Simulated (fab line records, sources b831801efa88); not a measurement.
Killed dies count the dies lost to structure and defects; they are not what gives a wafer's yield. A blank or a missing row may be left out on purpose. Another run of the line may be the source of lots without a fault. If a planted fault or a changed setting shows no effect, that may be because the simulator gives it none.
One fault through the eyes of 2 desks + flow gf180mcu + each desk holds nothing but its own numbers, with what lay behind them at the end

## AT THE TOOL OWNER'S DESK: cmp-01
The tool's own readings at GF_V4_CMP_04 (polishes SiO2): means of the sampled wafers that have a number, for each lot that ran on this tool. The brackets show how far a lot's mean lies from the usual mean; more than 4 standard deviations puts the lot out of limits, marked OUT.
Columns: A = edge_zone_pressure_frac at GF_V4_CMP_04, usual 1.000; B = head_pressure_psi at GF_V4_CMP_04, usual 4.001 psi; C = motor_current_A at GF_V4_CMP_04, usual 11.9 A; D = time_to_endpoint_s at GF_V4_CMP_04, usual 84 s
| lot  | first seen here | A     | B     | C    | D             |
|------|-----------------|-------|-------|------|---------------|
| L923 | day 24 01:57    | 0.997 | 3.988 | 11.9 | 84            |
| L924 | day 24 12:14    | 1.000 | 3.997 | 11.8 | 87            |
| L930 | day 26 05:16    | 1.004 | 4.006 | 11.3 | 83            |
| L931 | day 26 16:31    | 0.997 | 4.004 | 11.9 | 88            |
| L932 | day 27 02:39    | 0.995 | 4.001 | 12.3 | 83            |
| L933 | day 27 08:11    | 1.002 | 3.999 | 11.5 | 81            |
| L934 | day 27 17:28    | 0.993 | 3.999 | 11.8 | 83            |
| L939 | day 28 23:23    | 0.996 | 4.010 | 12.0 | 37 (-8.8) OUT |
| L940 | day 29 03:41    | 0.998 | 4.000 | 11.8 | 65            |
This desk finds L939 out of limits, L939 being first, at day 28 23:23 (time_to_endpoint_s at GF_V4_CMP_04). L923, L924, L930, L931, L932, L933, L934, L940: within limits.

## FROM THE METROLOGY DESK
Lot by lot, what the gauges showed, no matter which tool ran the lot: averages of those sampled wafers that carry a number. The brackets show how far a lot's mean lies from the usual mean; more than 4 standard deviations puts the lot out of limits, marked OUT.
Columns: A = cd_nm at GF_M4_CD_MEAS_14, usual 280.1 nm; B = M4_OVL at GF_M4_OVL_MEAS_15, usual 3 nm
| lot  | first seen here | A     | B  |
|------|-----------------|-------|----|
| L922 | day 23 11:56    | 280.2 | 4  |
| L923 | day 24 00:39    | 278.4 | 3  |
| L924 | day 24 11:10    | 281.8 | -3 |
| L925 | day 24 15:39    | 281.0 | 6  |
| L926 | day 24 17:52    | 282.6 | -3 |
| L929 | day 25 21:45    | 279.7 | 8  |
| L930 | day 26 04:10    | 281.8 | 8  |
| L931 | day 26 15:19    | 280.8 | 4  |
| L932 | day 27 01:25    | 278.4 | -4 |
| L933 | day 27 06:57    | 278.9 | 1  |
| L934 | day 27 16:19    | 279.4 | 1  |
| L939 | day 28 22:13    | 279.9 | -2 |
| L940 | day 29 02:28    | 282.1 | 5  |
| L942 | day 29 20:55    | 280.9 | 6  |
Result from this desk: across the 14 lots, nothing is out of limits.

## PUT TOGETHER
An alarm could have come from the tool owner's desk at day 28 23:23, on L939.
From the metrology desk's view, nothing was out of limits.
The metrology desk holds a record of L939, inside its limits.
Every lot named ran GF_V4_CMP_04 on cmp-01.

## WHAT THE SIMULATOR PUT IN
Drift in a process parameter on cmp-01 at GF_V4_CMP_04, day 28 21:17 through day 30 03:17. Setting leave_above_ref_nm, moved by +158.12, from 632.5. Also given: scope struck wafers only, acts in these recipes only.
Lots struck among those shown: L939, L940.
Time in hours from fault onset to the first out-of-limits reading at each desk: the tool owner's desk, 2.
